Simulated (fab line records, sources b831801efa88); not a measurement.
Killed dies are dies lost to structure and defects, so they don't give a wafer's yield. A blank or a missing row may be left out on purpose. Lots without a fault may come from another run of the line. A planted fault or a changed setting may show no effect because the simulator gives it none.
Split-lot experiment | flow sfq_line | 5 lots, 23 wafers read, on a route of 325 steps

THE SPLIT
At SFQ_TRILAYER_M6_LITHO_PEB_162 (peb time 60 s), the setting peb_time_s was moved away from the recipe's 60 s on 8 of the 23 wafers read, by -9.9% to +5.5%. The other wafers ran this setting at the recipe's value.

FROM THE SPLIT TO THE READING: what the file shows between them, 2 steps
- SFQ_TRILAYER_M6_LITHO_DEVELOP_161: time 60 s
- SFQ_TRILAYER_M6_BARC_OPEN_METAL_ETCH_206: etches BARC in O2, target depth 125 nm, time 41.7 s

THE READING
M6.cd_nm (the simulator's own value, which no gauge read), in nm, at SFQ_TRILAYER_M6_ETCH_METAL_ETCH_162 (etches Nb in Cl2/Ar, stops on SiO2, target depth 240 nm, time 120 s). The file gives no usual value for it. The 15 wafers here that ran the recipe average 502.0 nm, standard deviation 1.9 nm.

wafer  | tool, chamber at the split | peb_time_s as run, s | against the recipe | M6.cd_nm, nm | against lot-mates on the recipe
L076.1 | litho_track-02, 0          | 54.24                | -9.6%              | 523.2        | +20.6
L076.2 | litho_track-02, 0          | 60                   | recipe             | 501.3        | -
L076.3 | litho_track-02, 0          | 60                   | recipe             | 501.1        | -
L076.4 | litho_track-02, 0          | 54.24                | -9.6%              | 517.4        | +14.8
L076.5 | litho_track-02, 0          | 60                   | recipe             | 505.4        | -
L077.1 | litho_track-03, 0          | 63.32                | +5.5%              | 493.4        | -8.4
L077.3 | litho_track-03, 0          | 60                   | recipe             | 501.5        | -
L077.4 | litho_track-03, 0          | 60                   | recipe             | 502.1        | -
L077.5 | litho_track-03, 0          | 63.32                | +5.5%              | 492.4        | -9.4
L077.6 | litho_track-03, 0          | 60                   | recipe             | 501.9        | -
L078.1 | litho_track-02, 0          | 62.7                 | +4.5%              | 495          | -4.2
L078.3 | litho_track-02, 0          | 60                   | recipe             | 500.6        | -
L078.4 | litho_track-02, 0          | 60                   | recipe             | 498.1        | -
L078.5 | litho_track-02, 0          | 60                   | recipe             | 498.8        | -
L078.6 | litho_track-02, 0          | 62.7                 | +4.5%              | 494.7        | -4.5
L080.1 | litho_track-04, 0          | 60                   | recipe             | 503.8        | -
L080.3 | litho_track-04, 0          | 60                   | recipe             | 502.5        | -
L080.4 | litho_track-04, 0          | 60                   | recipe             | 502.9        | -
L080.5 | litho_track-04, 0          | 54.07                | -9.9%              | 520.1        | +17.0
L080.6 | litho_track-04, 0          | 54.07                | -9.9%              | 518.3        | +15.2
L082.3 | litho_track-03, 0          | 60                   | recipe             | 501.5        | -
L082.4 | litho_track-03, 0          | 60                   | recipe             | 503.8        | -
L082.6 | litho_track-03, 0          | 60                   | recipe             | 504          | -

THE FIT
A straight line over all 23 wafers: M6.cd_nm changes by -1.77 nm for each +1% of peb_time_s; r = -0.97; the points scatter about the line by 1.9 nm.
The same after taking each lot's own level away (the mean of its wafers on the recipe; 23 wafers): -1.64 nm for each +1%; r = -0.98; scatter 1.7 nm.
On that fit, the largest move of peb_time_s shifts the reading by 16 nm.
The lots' own levels span 499.17 to 503.10 nm, that is 2.1 times the standard deviation above.
So the lot-to-lot level changes the slope little: the two slopes agree.
Check: with one of the wafers moved furthest among these (-9.9%) left out of the fit, the line predicts +16.5 nm for it against its lot-mates. It came out at +17 nm against them.

OTHER SPLITS ON THESE WAFERS
These wafers also went through other splits before the reading. Each is held against what the fit with the lots' levels taken away leaves over:
other split on the same wafers                  | wafers away from the commonest value | r with M6.cd_nm (lot level and that fit taken away)
SFQ_TRILAYER_M5_BARC_OPEN_METAL_ETCH_161 time_s | 6                                    | -0.37
SFQ_TRILAYER_R5_LITHO_EXPOSE_137 dose_mj        | 11                                   | +0.32
SFQ_TRILAYER_I5_LITHO_COAT_149 resist_thk_nm    | 11                                   | +0.30
SFQ_TRILAYER_I5_BARC_OPEN_VIA_ETCH_200 bias_w   | 10                                   | -0.08
SFQ_TRILAYER_C5_LITHO_EXPOSE_152 dose_mj        | 9                                    | -0.01

THE WHOLE CHAIN: every reading that the file lists as answering this split, in the file's order
step                                     | what it does                                                        | reading                                                   | change (the file's fit)              | r (the file's)
SFQ_TRILAYER_M6_BARC_OPEN_METAL_ETCH_206 | etches BARC in O2, target depth 125 nm, time 41.7 s                 | M6.cd_nm (the simulator's own value, which no gauge read) | -1.65 nm for each +1% of the setting | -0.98
SFQ_TRILAYER_M6_ETCH_METAL_ETCH_162      | etches Nb in Cl2/Ar, stops on SiO2, target depth 240 nm, time 120 s | M6.cd_nm (the simulator's own value, which no gauge read) | -1.66 nm for each +1% of the setting | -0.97

THE FILE'S OWN FIT
M6.cd_nm changes by -1.66 nm for each +1% of peb_time_s, r = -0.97.
